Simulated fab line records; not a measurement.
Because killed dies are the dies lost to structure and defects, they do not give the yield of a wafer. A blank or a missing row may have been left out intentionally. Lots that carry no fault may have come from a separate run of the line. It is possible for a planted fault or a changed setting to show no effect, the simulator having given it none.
What tool caused it? + flow sky130 + 14 lots, 42 wafers sampled, at 4 steps of a route of 708

## WHAT THE GAUGES SHOWED, per wafer
SKY_VT_ADJUST_PCH_OVL_MEAS_07.
| lot  | measured     | on         | VT_ADJUST_PCH_OVL (nm) |
|------|--------------|------------|------------------------|
| L706 | day 10 11:03 | overlay-01 | -0.1 0.7 0.0           |
| L707 | day 10 19:08 | overlay-01 | 2.4 2.4 1.6            |
| L709 | day 11 04:38 | overlay-01 | 2.9 3.5 2.9            |
| L708 | day 11 05:00 | overlay-02 | 4.4 3.1 3.0            |
| L711 | day 11 20:29 | overlay-01 | 0.7 1.4 0.3            |
| L712 | day 12 06:39 | overlay-02 | 2.5 1.8 1.6            |
| L721 | day 14 21:20 | overlay-01 | 0.4 2.1 1.5            |
| L722 | day 15 02:50 | overlay-01 | 0.3 2.2 1.5            |
| L723 | day 15 10:51 | overlay-02 | 2.8 3.8 2.4            |
| L724 | day 15 20:40 | overlay-01 | 1.0 0.4 -0.5           |
| L725 | day 16 03:14 | overlay-02 | 2.3 2.4 2.6            |
| L726 | day 17 00:20 | overlay-01 | 0.4 -0.5 0.2           |
| L727 | day 17 23:13 | overlay-02 | 0.4 0.8 1.0            |
| L728 | day 18 01:11 | overlay-02 | 2.5 0.9 1.0            |

SKY_POLY_GATE_THK_MEAS_01.
| lot  | measured     | on            | POLY_GATE_CVD_00_THK (nm) |
|------|--------------|---------------|---------------------------|
| L706 | day 14 10:50 | film metro-03 | 182.3 182.1 181.1         |
| L707 | day 14 20:51 | film metro-04 | 178.9 179.6 177.4         |
| L709 | day 14 20:55 | film metro-03 | 181.2 180.9 182.6         |
| L708 | day 14 20:52 | film metro-01 | 177.1 177.2 178.4         |
| L711 | day 15 19:18 | film metro-01 | 180.7 180.3 179.5         |
| L712 | day 16 04:23 | film metro-04 | 181.1 181.7 183.3         |
| L721 | day 19 03:23 | film metro-04 | 179.4 181.3 179.0         |
| L722 | day 19 07:40 | film metro-04 | 180.9 181.3 179.3         |
| L723 | day 19 17:47 | film metro-01 | 179.7 177.3 179.0         |
| L724 | day 20 04:00 | film metro-03 | 180.2 180.1 179.7         |
| L725 | day 20 09:36 | film metro-03 | 177.7 180.2 178.0         |
| L726 | day 21 06:47 | film metro-03 | 180.6 181.6 181.2         |
| L727 | day 22 04:01 | film metro-04 | 180.1 180.1 177.7         |
| L728 | day 22 05:13 | film metro-03 | 180.5 180.8 181.2         |

SKY_LDD_P_CD_MEAS_07: the cd target is 380 nm.
| lot  | measured     | on        | cd nm (nm)        |
|------|--------------|-----------|-------------------|
| L706 | day 19 10:13 | cd sem-01 | 380.4 380.9 379.7 |
| L707 | day 20 04:28 | cd sem-01 | 380.3 377.2 375.7 |
| L709 | day 20 03:56 | cd sem-02 | 381.0 379.8 379.3 |
| L708 | day 19 23:10 | cd sem-02 | 380.2 384.3 382.3 |
| L711 | day 21 02:02 | cd sem-02 | 377.5 378.5 378.1 |
| L712 | day 21 10:22 | cd sem-01 | 380.8 381.2 381.4 |
| L721 | day 24 08:38 | cd sem-01 | 380.7 382.0 380.0 |
| L722 | day 24 14:59 | cd sem-02 | 381.7 382.7 383.4 |
| L723 | day 25 00:37 | cd sem-01 | 383.5 381.9 380.7 |
| L724 | day 25 08:32 | cd sem-01 | 377.3 377.4 376.9 |
| L725 | day 25 13:11 | cd sem-01 | 381.4 381.3 380.9 |
| L726 | day 26 10:20 | cd sem-02 | 377.5 375.6 379.0 |
| L727 | day 27 04:55 | cd sem-01 | 378.1 378.5 377.5 |
| L728 | day 27 07:07 | cd sem-02 | 378.9 379.8 377.9 |

## WHICH TOOL RAN EACH LOT (tool, then ch and the chambers of the sampled wafers, then the start)
| lot  | SKY_LDD_N_EXPOSE_04                 |
|------|-------------------------------------|
| L706 | iline stepper-01 ch 0, day 17 11:41 |
| L707 | iline stepper-01 ch 0, day 18 05:45 |
| L709 | iline stepper-01 ch 0, day 18 05:38 |
| L708 | iline stepper-01 ch 0, day 18 00:01 |
| L711 | iline stepper-02, day 19 04:12      |
| L712 | iline stepper-01, day 19 11:51      |
| L721 | iline stepper-01 ch 0, day 22 10:46 |
| L722 | iline stepper-02 ch 0, day 22 16:36 |
| L723 | iline stepper-01 ch 0, day 23 02:12 |
| L724 | iline stepper-01 ch 0, day 23 12:01 |
| L725 | iline stepper-01 ch 0, day 23 16:08 |
| L726 | iline stepper-02 ch 0, day 24 13:40 |
| L727 | iline stepper-02 ch 0, day 25 08:35 |
| L728 | iline stepper-02 ch 0, day 25 10:18 |
- SKY_LDD_N_EXPOSE_04: exposes mask NTM, target cd 840 nm.

## WHAT THE TOOLS THEMSELVES READ (means of the sampled wafers that have a number; where no wafer has one, the mark that the record gives instead)
SKY_LDD_N_EXPOSE_04.
| lot  | tool             | exposure dose mJ cm2 | focus offset nm (nm) |
|------|------------------|----------------------|----------------------|
| L706 | iline stepper-01 | 109.84               | 0.5                  |
| L707 | iline stepper-01 | 110.00               | -0.5                 |
| L709 | iline stepper-01 | 110.03               | -0.6                 |
| L708 | iline stepper-01 | 109.97               | 0.2                  |
| L711 | iline stepper-02 | -                    | -                    |
| L712 | iline stepper-01 | -                    | -                    |
| L721 | iline stepper-01 | 110.00               | -0.4                 |
| L722 | iline stepper-02 | 110.08               | 0.3                  |
| L723 | iline stepper-01 | 110.06               | 0.2                  |
| L724 | iline stepper-01 | 109.80               | 0.2                  |
| L725 | iline stepper-01 | 109.94               | -0.1                 |
| L726 | iline stepper-02 | 110.03               | 0.5                  |
| L727 | iline stepper-02 | 109.89               | -0.4                 |
| L728 | iline stepper-02 | 110.02               | 0.1                  |

## THE ANSWER, worked out from the rows above alone
Rule: the usual values come from the lots themselves. The widest of any qualifying gaps counts: lots, ordered by their means at a reading, are off when they make up no more than a third of the lots, leave a main group of 4 or more, and stand apart from it by 3 or more times the standard deviation of that group's means. Not used: any main group whose means are identical at the precision the tables above print for the reading. A lot without any number at a reading at which 4 lots or more have one is off too. Any other lot the step has rows for is counted as sound. After the gauges, taken in route order, come the tools' own readings; for these a lot's mean is taken, as printed above. The first step at which some lot is off is used, and at that step the reading that is off furthest; a lot without a number counts as furthest.
Off, at SKY_LDD_N_EXPOSE_04 on exposure dose mJ cm2: L711, L712. Without a number there: L711, L712. The main group: mean 109.97, standard deviation 0.084.
A tool fits if, at that step or a process step before it, it ran every lot that is off, and no sound lot after the first of them. Of those tried, none fits.

## WHAT WAS PUT IN BY THE SIMULATOR
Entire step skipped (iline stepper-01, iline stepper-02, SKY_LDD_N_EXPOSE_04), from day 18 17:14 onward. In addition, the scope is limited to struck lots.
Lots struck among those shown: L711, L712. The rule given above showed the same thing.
